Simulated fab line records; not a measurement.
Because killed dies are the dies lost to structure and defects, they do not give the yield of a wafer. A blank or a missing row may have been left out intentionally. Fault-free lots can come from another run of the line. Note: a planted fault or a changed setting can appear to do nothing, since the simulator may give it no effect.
Which tool is to blame? ; flow sfqLine ; at 1 step of a route of 325, 7 lots with 21 wafers sampled

== WHAT THE GAUGES SHOWED, per wafer ==
SFQ_I0_BOW_MEAS_907.
lot;measured;on;I0_BOW (um)
L750;day 14 14:00;filmMetro-01;-7 -7 8
L752;day 15 02:01;filmMetro-01;-8 6 -3
L756;day 15 09:49;filmMetro-02;0 10 6
L765;day 18 20:31;filmMetro-01;-1 3 2
L767;day 19 14:31;filmMetro-02;3 2 1
L770;day 20 22:56;filmMetro-02;-6 -5 0
L772;day 22 03:55;filmMetro-04;0 -5 5

== EACH LOT AND THE TOOL THAT RAN IT (in order: tool; ch and the chambers of the sampled wafers; start) ==
Record: no process step prior to these readings.

== THE ANSWER, worked out from the rows above alone ==
Rule: the usual values come from the lots themselves. Put in order of their means at a reading, lots are off if they are a third of the lots or fewer, leave a main group of 4 or more, and stand apart from it by a gap of 3 or more times the standard deviation of the main group's means; of several such gaps the widest counts. If all means in a main group match to the digits the tables above print for the reading, that group is not used. Also off: a lot with no number at a reading for which 4 or more lots have one. The other lots that the step has rows for count as sound.
No lot is off at any reading shown: from this, nothing can be told.

== WHAT THE SIMULATOR HAD PUT IN ==
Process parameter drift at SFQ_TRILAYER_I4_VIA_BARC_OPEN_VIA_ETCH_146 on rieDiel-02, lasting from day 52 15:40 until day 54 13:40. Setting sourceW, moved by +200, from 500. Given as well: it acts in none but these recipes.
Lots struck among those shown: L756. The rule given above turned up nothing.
